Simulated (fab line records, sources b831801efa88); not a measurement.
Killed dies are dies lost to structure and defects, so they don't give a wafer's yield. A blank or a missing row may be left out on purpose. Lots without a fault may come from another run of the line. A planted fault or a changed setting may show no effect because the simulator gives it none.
Which tool did it? | flow gf180mcu | 7 lots, 21 wafers sampled, at 2 steps of a route of 602

WHAT THE GAUGES READ, wafer by wafer
GF_M2_RS_MEAS_05: measures by four-point-probe.
lot  | measured     | on            | M2_ALCU_RS (ohm/sq)
L620 | day 18 14:35 | film_metro-02 | 0.0699 0.0688 0.0691
L623 | day 19 23:42 | film_metro-04 | 0.0696 0.0697 0.0698
L626 | day 20 23:12 | film_metro-04 | 0.0695 0.0699 0.0703
L630 | day 22 10:58 | film_metro-01 | 0.0686 0.0687 0.0691
L638 | day 24 21:55 | film_metro-04 | 0.0702 0.0704 0.0704
L640 | day 25 17:37 | film_metro-02 | 0.0698 0.0696 0.0690
L642 | day 26 03:06 | film_metro-02 | 0.0690 0.0701 0.0705

WHICH TOOL RAN EACH LOT (tool, then ch and the chambers of the sampled wafers, then the start)
lot  | GF_M2_SPUTTER_04
L620 | pvd_sputter-04, day 18 14:32
L623 | pvd_sputter-02, day 19 23:37
L626 | pvd_sputter-04, day 20 23:10
L630 | pvd_sputter-04, day 22 10:55
L638 | pvd_sputter-02, day 24 21:50
L640 | pvd_sputter-02, day 25 17:34
L642 | pvd_sputter-04, day 26 03:01
- GF_M2_SPUTTER_04: material TiN, target thk 50 nm, time 41.7 s.

THE ANSWER, worked out from the rows above alone
Rule: what is usual is taken from the lots themselves. Put in order of their means at a reading, lots are off if they are a third of the lots or fewer, leave a main group of 4 or more, and stand apart from it by a gap of 3 or more times the standard deviation of the main group's means; of several such gaps the widest counts. A main group whose means are all the same, to the digits that the tables above print for the reading, isn't used. A lot without any number at a reading at which 4 lots or more have one is off too. The other lots that the step has rows for count as sound.
No lot is off at any reading shown: from this, nothing can be told.

WHAT THE SIMULATOR HAD PUT IN
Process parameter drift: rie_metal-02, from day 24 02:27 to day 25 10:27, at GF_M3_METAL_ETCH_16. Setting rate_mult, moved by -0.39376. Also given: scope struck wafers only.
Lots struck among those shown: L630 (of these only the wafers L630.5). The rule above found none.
